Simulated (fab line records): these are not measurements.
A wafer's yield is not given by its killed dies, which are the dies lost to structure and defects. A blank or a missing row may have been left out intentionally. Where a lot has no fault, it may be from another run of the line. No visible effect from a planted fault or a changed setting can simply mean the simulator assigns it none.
The tool behind it: which one? | flow sky130 | 12 lots, 36 wafers sampled, at 5 steps of a route of 708

## WHAT EACH GAUGE READ, for each wafer
SKY_METAL2_CD_MEAS_15: target cd 140 nm.
lot  | measured     | on        | cd_nm (nm)
L075 | day 35 18:27 | cd_sem-02 | 139.4 138.9 139.8
L077 | day 36 12:54 | cd_sem-01 | 138.2 137.9 140.2
L079 | day 37 05:29 | cd_sem-02 | 141.0 140.5 140.2
L081 | day 37 16:02 | cd_sem-01 | 138.9 140.7 139.3
L083 | day 38 14:06 | cd_sem-01 | 142.1 140.4 140.7
L085 | day 39 05:55 | cd_sem-01 | 141.7 143.3 143.8
L087 | day 39 10:50 | cd_sem-01 | 137.3 138.1 136.6
L089 | day 39 21:22 | cd_sem-01 | 140.7 140.5 139.5
L091 | day 40 15:06 | cd_sem-02 | 139.3 139.7 141.5
L093 | day 41 05:16 | cd_sem-02 | 142.4 142.9 142.3
L095 | day 41 18:19 | cd_sem-02 | 138.2 137.6 140.1
L097 | day 42 04:36 | cd_sem-02 | 139.0 139.5 137.9

## EACH LOT AND THE TOOL THAT RAN IT (in order: tool; ch and the chambers of the sampled wafers; start)
lot  | SKY_FIELD_ISO_ETCH_17           | SKY_LDD_HVN_STRIP_09                 | SKY_CONTACT_ETCH_17                | SKY_CONTACT_ETCH_18
L075 | rie_si-02 ch 0,1,2, day 2 14:11 | plasma_asher-01 ch 0,1, day 21 00:29 | rie_diel-02 ch 0,2,3, day 32 05:36 | rie_diel-02 ch 0,2,3, day 35 18:27 or earlier
L077 | rie_si-01 ch 0,1,3, day 2 21:46 | plasma_asher-02 ch 0,1, day 21 21:53 | rie_diel-02 ch 0,2,3, day 33 00:41 | rie_diel-02 ch 0,2,3, day 36 12:54 or earlier
L079 | rie_si-02 ch 1,2, day 3 08:28   | plasma_asher-02 ch 0,1, day 22 20:20 | rie_diel-03 ch 1,2, day 33 17:40   | rie_diel-03 ch 1,2, day 37 05:29 or earlier
L081 | rie_si-02 ch 1,2,3, day 3 17:11 | plasma_asher-03 ch 0,1, day 23 05:35 | rie_diel-02 ch 0,1,3, day 34 04:15 | rie_diel-02 ch 0,1,3, day 37 16:02 or earlier
L083 | rie_si-02 ch 0,1,2, day 4 04:58 | plasma_asher-02 ch 0,1, day 24 06:17 | rie_diel-02 ch 0,1,3, day 35 01:59 | rie_diel-02 ch 0,1,3, day 38 14:06 or earlier
L085 | rie_si-02 ch 0,2,3, day 4 18:47 | plasma_asher-02 ch 0, day 24 22:23   | rie_diel-01 ch 0,1,2, day 35 20:10 | rie_diel-01 ch 0,1,2, day 39 05:55 or earlier
L087 | rie_si-02 ch 0,1,2, day 5 00:49 | plasma_asher-01 ch 0,1, day 25 08:59 | rie_diel-02 ch 1,3, day 36 01:59   | rie_diel-02 ch 1,3, day 39 10:50 or earlier
L089 | rie_si-02 ch 0,2, day 5 10:44   | plasma_asher-01 ch 0,1, day 25 18:56 | rie_diel-01 ch 0,2,3, day 36 12:09 | rie_diel-01 ch 0,2,3, day 39 21:22 or earlier
L091 | rie_si-01 ch 0,2,3, day 6 00:29 | plasma_asher-02 ch 0,1, day 26 18:50 | rie_diel-02 ch 0,1,2, day 37 07:02 | rie_diel-02 ch 0,1,2, day 40 15:06 or earlier
L093 | rie_si-02 ch 0,2,3, day 6 09:16 | plasma_asher-03 ch 0,1, day 27 08:29 | rie_diel-01 ch 2,3, day 37 20:52   | rie_diel-01 ch 2,3, day 41 05:16 or earlier
L095 | rie_si-01 ch 2,3, day 6 18:22   | plasma_asher-02 ch 0,1, day 27 22:59 | rie_diel-01 ch 0,1, day 38 13:20   | rie_diel-01 ch 0,1, day 41 18:19 or earlier
L097 | rie_si-02 ch 1,2,3, day 7 06:13 | plasma_asher-01 ch 0,1, day 28 12:11 | rie_diel-03 ch 1,3, day 38 21:39   | rie_diel-03 ch 1,3, day 42 04:36 or earlier
- SKY_FIELD_ISO_ETCH_17: etches Si in HBr/Cl2/O2, target depth 342 nm, time 97.7 s.
- SKY_LDD_HVN_STRIP_09: strips in O2/N2.
- SKY_CONTACT_ETCH_17: etches SiO2 in C4F8/O2/Ar, stops on Si3N4, target depth 340 nm.
- SKY_CONTACT_ETCH_18: etches Si3N4 in CHF3/O2, stops on TiN, time 39 s, target depth 75 nm.

## THE ANSWER, worked out from the rows above alone
Rule: the lots themselves supply what counts as usual. Put in order of their means at a reading, lots are off if they are a third of the lots or fewer, leave a main group of 4 or more, and stand apart from it by a gap of 3 or more times the standard deviation of the main group's means; of several such gaps the widest counts. A main group is skipped when, at the precision printed for the reading in the tables above, its means are all equal. Also off: a lot with no number at a reading for which 4 or more lots have one. Any other lot the step has rows for is counted as sound.
No lot is off on any of the readings shown, so nothing can be concluded from this.

## WHAT WAS PUT IN BY THE SIMULATOR
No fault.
